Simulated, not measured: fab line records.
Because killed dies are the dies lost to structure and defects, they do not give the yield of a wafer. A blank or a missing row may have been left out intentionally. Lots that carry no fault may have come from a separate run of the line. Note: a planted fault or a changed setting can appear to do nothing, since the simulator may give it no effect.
A lot that was struck, set against a sound lot || flow sky130 || 17 out of 708 route steps
Sound: the wafers L382.3, L382.4, L382.6. Wafers L373.3, L373.4, L373.6 were the ones struck. Last of all comes the cause.
At each step with rows: each side's tool, then ch and its chambers, then its first start. Under that, the readings that differ: sound wafers || struck wafers || difference of the means || sigmas: that difference in standard deviations of wafers without a fault.
alike: words and numbers the same on both sides, and readings whose means are apart by under 2 such deviations; not compared: readings that were withheld, readings missing a value for some wafer, numbers with overlapping values and no deviation given by the record, and bounds like >300 which may hide the same value.
A row with sigmas, a row that says differs or no value, or rows on one side alone: a step with any of these is where the two part. Numbers that don't overlap but have no deviation are shown without sigmas and don't part them. Lack of a reading on every wafer of one side parts them only where that side has two or more wafers.

SKY_CONTACT_ETCH_16: etches BARC in N2/H2, stops on SiO2, time 45.9 s, target depth 60 nm.
  sound on rie_diel-02 ch 0,2,3, day 36 13:49; struck on rie_diel-03 ch 2,3, day 34 03:59
  alike: drypump_motor_current_A, oes_product_au, throttle_valve_pct
  not compared: rf_hours_counter_h
then, 1 step without rows for these wafers: SKY_CONTACT_ETCH_17 (etches SiO2 in C4F8/O2/Ar, stops on Si3N4, target depth 340 nm).
SKY_CONTACT_ETCH_18: etches Si3N4 in CHF3/O2, stops on TiN, time 39 s, target depth 75 nm.
  sound: rie_diel-02 ch 0,2,3; struck: rie_diel-03 ch 2,3
  alike: O2_flow_sccm, chf3_flow_sccm, drypump_motor_current_A, oes_product_au, throttle_valve_pct
  not compared: rf_hours_counter_h
SKY_CONTACT_STRIP_19: strips in O2/N2.
  sound on plasma_asher-03 ch 0,1, day 36 13:58; struck on plasma_asher-03 ch 0,1, day 34 04:09
  alike: drypump_motor_current_A, oes_product_au, strip_time_to_endpoint_s
  not compared: rf_hours_counter_h
then, 3 steps without rows for these wafers: SKY_CONTACT_STRIP_20 (strips in post etch residue remover, time 1200 s); SKY_CONTACT_CLEAN_21 (cleans in IPA, time 180 s); SKY_CONTACT_CLEAN_22 (cleans in O3/DIW).
SKY_CONTACT_SPUTTER_23: material TiN, target thk 20 nm, time 80 s.
  sound on pvd_sputter-04 at day 36 14:32; struck on pvd_sputter-04 at day 34 04:43
  alike: cathode_dc_power_W, chamber_pressure_pa, throttle_valve_pct
then, 1 step without rows for these wafers: SKY_CONTACT_CVD_24 (deposits W, target thk 340 nm, time 102.12 s).
SKY_CONTACT_RS_MEAS_25: measurement is done with a four-point probe.
  sound on film_metro-02 at day 36 14:45; struck on film_metro-03 at day 34 04:55
  alike: CONTACT_W_RS
SKY_CONTACT_THK_MEAS_26: measures by xrf.
  sound on film_metro-02 at day 36 14:51; struck on film_metro-03 at day 34 05:01
  alike: CONTACT_W_THK
then, 1 step without rows for these wafers: SKY_CONTACT_CMP_27 (polishes, stops on SiO2, t overpolish 15 s, target thk 0 nm).
SKY_METAL1_SPUTTER_00: material Ti, target thk 15 nm, time 10 s.
  sound on pvd_sputter-03 at day 36 15:11; struck on pvd_sputter-03 at day 34 05:22
  no value came back on the struck wafers for cathode_dc_power_W (W), chamber_pressure_pa (Pa), throttle_valve_pct (%); on the sound wafers cathode_dc_power_W (W) reads 3000.9 2999.7 3000.0
then, 3 steps without rows for these wafers: SKY_METAL1_SPUTTER_01 (material TiN, target thk 20 nm, time 16.7 s); SKY_METAL1_SPUTTER_02 (material AlCu, target thk 250 nm, time 13.3 s); SKY_METAL1_SPUTTER_03 (material Ti, target thk 5 nm, time 3.3 s).
SKY_METAL1_SPUTTER_04: material TiN, target thk 70 nm, time 58.3 s.
  sound on pvd_sputter-03 at day 36 15:17; struck on pvd_sputter-03 at day 34 05:27
  alike: cathode_dc_power_W, chamber_pressure_pa, throttle_valve_pct

WHERE THEY PART
SKY_METAL1_SPUTTER_00 only, going by this record. Later steps at which nothing parts them and some readings are alike: SKY_METAL1_SPUTTER_04.

WHY: whatever the simulator had introduced
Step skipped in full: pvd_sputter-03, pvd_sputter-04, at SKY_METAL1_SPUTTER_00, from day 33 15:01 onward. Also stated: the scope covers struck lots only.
